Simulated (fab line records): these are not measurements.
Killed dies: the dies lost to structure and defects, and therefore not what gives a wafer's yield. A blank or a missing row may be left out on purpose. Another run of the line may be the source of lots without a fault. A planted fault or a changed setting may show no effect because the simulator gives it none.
Struck lot and sound lot, side by side + flow gf180mcu + 29 out of 602 route steps
Sound: wafers L236.1, L236.3, L236.5. Struck: wafer L243.2. (L243.1, L243.5 of the same lot were not struck and are left out.) The cause comes at the end.
For every step that has rows: the tool of each side, followed by ch and its chambers, followed by its first start. Under that, the readings that differ: sound wafers + struck wafers + difference of the means + sigmas: that difference in standard deviations of wafers without a fault.
alike: same words and numbers on both sides, and readings whose means sit less than 2 such deviations apart. not compared: any withheld reading, any reading some wafer has no value for, any bound like >300 that may hide the same value, and any number with overlapping values for which the record gives no deviation.
Wherever a step has rows on one side only, a row that says differs or no value, or a row with sigmas, the two part there. Numbers that have no deviation but don't overlap get no sigmas and don't part them. A reading that every wafer of one side lacks parts them only if that side has two wafers or more.

first, 3 steps without rows for these wafers: GF_PSD_EXPOSE_04 (exposes mask Pplus, target cd 400 nm); GF_PSD_PEB_05; GF_PSD_DEVELOP_06 (develop time 60 s).
GF_PSD_CD_MEAS_07: the cd target is 400 nm.
  sound on cd-sem-01 at day 15 14:57; struck on cd-sem-01 at day 17 22:39
  alike: cd-nm
GF_PSD_OVL_MEAS_08:
  sound on overlay-01 at day 15 15:04; struck on overlay-01 at day 17 22:46
  alike: PSD_OVL
following that, these wafers have no rows for 1 step: GF_PSD_IMPLANT_09.
GF_PSD_STRIP_10: strips in O2/N2.
  sound on plasma-asher-02 ch 0,1, day 15 15:16; struck on plasma-asher-01 ch 0, day 17 22:58
| reading            | sound       | struck | difference | sigmas |
|--------------------|-------------|--------|------------|--------|
| heater-power-w (W) | 322 296 300 | 385    | +79        | +3     |
  alike: drypump-motor-current-A, n2-flow-sccm, oes-product-au, strip-time-to-endpoint-s
  not compared: rf-hours-counter-h
GF_PSD_TW_MEAS_11:
  sound on film-metro-03 at day 15 15:22; struck on film-metro-02 at day 17 23:04
  alike: PSD_TW
then, 1 step without rows for these wafers: GF_PSD_CLEAN_12 (cleans in SC1/SC2, time 150 s).
GF_PSD_RTA_13: time 20 s.
  sound on rtp-anneal-02 ch 0, day 15 15:28; struck on rtp-anneal-02 ch 0, day 17 23:10
  alike: lamp-power-pct, wafer_temp_C_max
GF_PSD_RS_MEAS_14: measurement is done with a four-point probe.
  sound on film-metro-03 at day 15 15:33; struck on film-metro-01 at day 17 23:15
  alike: NSD_RS
GF_PSD_RS_MEAS_15: measurement is done with a four-point probe.
  sound on film-metro-03 at day 15 15:40; struck on film-metro-01 at day 17 23:22
| reading         | sound             | struck | difference | sigmas |
|-----------------|-------------------|--------|------------|--------|
| PSD_RS (ohm/sq) | 109.2 109.1 108.7 | 108.3  | -0.7       | -2     |
GF_SAB_CVD_00: deposits SiO2 from TEOS, target thk 50 nm, time 4.9302 s.
  sound on pecvd-01 ch 0,1,2, day 15 15:47; struck on pecvd-02 ch 0, day 17 23:29
| reading                              | sound             | struck | difference | sigmas |
|--------------------------------------|-------------------|--------|------------|--------|
| model.SiO2_of_SAB_CVD_00.thk-nm (nm) | 49.88 50.01 49.99 | 52.98  | +3.02      |        |
  alike: heater-power-outer-w, heater-power-w
GF_SAB_THK_MEAS_01:
  sound on film-metro-04 at day 15 15:49; struck on film-metro-04 at day 17 23:44
| reading             | sound          | struck | difference | sigmas |
|---------------------|----------------|--------|------------|--------|
| SAB_CVD_00_THK (nm) | 49.9 49.9 50.0 | 53.0   | +3.1       | +5     |
  not compared: hold
then, 6 steps without rows for these wafers: GF_SAB_HMDS_03 (prime time 60 s); GF_SAB_COAT_04 (resist thk 1000 nm); GF_SAB_SOFTBAKE_05 (time 60 s); GF_SAB_EXPOSE_06 (exposes mask SAB, target cd 420 nm); GF_SAB_PEB_07; GF_SAB_DEVELOP_08 (develop time 60 s).
GF_SAB_CD_MEAS_09: the cd target is 420 nm.
  sound on cd-sem-01 at day 16 14:21; struck on cd-sem-02 at day 18 23:15
  alike: cd-nm
GF_SAB_OVL_MEAS_10:
  sound on overlay-02 at day 16 14:28; struck on overlay-01 at day 18 23:22
  alike: SAB_OVL
GF_SAB_ETCH_11: etches SiO2 in C4F8/O2/Ar, target depth 55 nm, time 8.5 s.
  sound on rie-diel-01 ch 0,1,2, day 16 14:31; struck on rie-diel-02 ch 3, day 18 23:24
  alike: oes-product-au
  not compared: rf-hours-counter-h
then, 1 step without rows for these wafers: GF_SAB_WET_ETCH_12 (etches SiO2 in dHF, target depth 22 nm, time 440 s).
GF_SAB_STRIP_13: strips in O2/N2.
  sound on plasma-asher-01 ch 0,1, day 16 14:40; struck on plasma-asher-03 ch 1, day 18 23:34
| reading                     | sound       | struck | difference | sigmas |
|-----------------------------|-------------|--------|------------|--------|
| drypump-motor-current-A (A) | 5.9 6.2 6.2 | 5.0    | -1.1       | -2     |
  alike: heater-power-w, n2-flow-sccm, oes-product-au, strip-time-to-endpoint-s
  not compared: rf-hours-counter-h
then, 1 step without rows for these wafers: GF_SALICIDE_CLEAN_00 (cleans in SC1/SC2, time 150 s).
GF_SALICIDE_WET_ETCH_01: etches SiO2 in dHF, target depth 5 nm, time 96.95 s.
  sound on wet-bench-01 ch 2, day 16 14:49; struck on wet-bench-01 ch 3, day 18 23:43
| reading                              | sound             | struck | difference | sigmas |
|--------------------------------------|-------------------|--------|------------|--------|
| model.SiO2_of_SAB_CVD_00.thk-nm (nm) | 39.51 39.66 39.64 | 42.58  | +2.98      |        |
GF_SALICIDE_SPUTTER_02: material Co, target thk 10 nm, time 20 s.
  sound on pvd-sputter-01 at day 16 14:50; struck on pvd-sputter-02 at day 18 23:45
| reading                | sound          | struck | difference | sigmas |
|------------------------|----------------|--------|------------|--------|
| throttle-valve-pct (%) | 27.1 28.0 30.0 | 31.7   | +3.3       | +2     |
GF_PASSIVATION_PROBE_99:
  the record holds rows for the sound wafers here (prober-02, day 30 10:44) but none for the struck ones

## WHERE THEY PART
At GF_PSD_STRIP_10 first; at GF_PASSIVATION_PROBE_99 last (within this record only).

WHY: whatever the simulator had introduced
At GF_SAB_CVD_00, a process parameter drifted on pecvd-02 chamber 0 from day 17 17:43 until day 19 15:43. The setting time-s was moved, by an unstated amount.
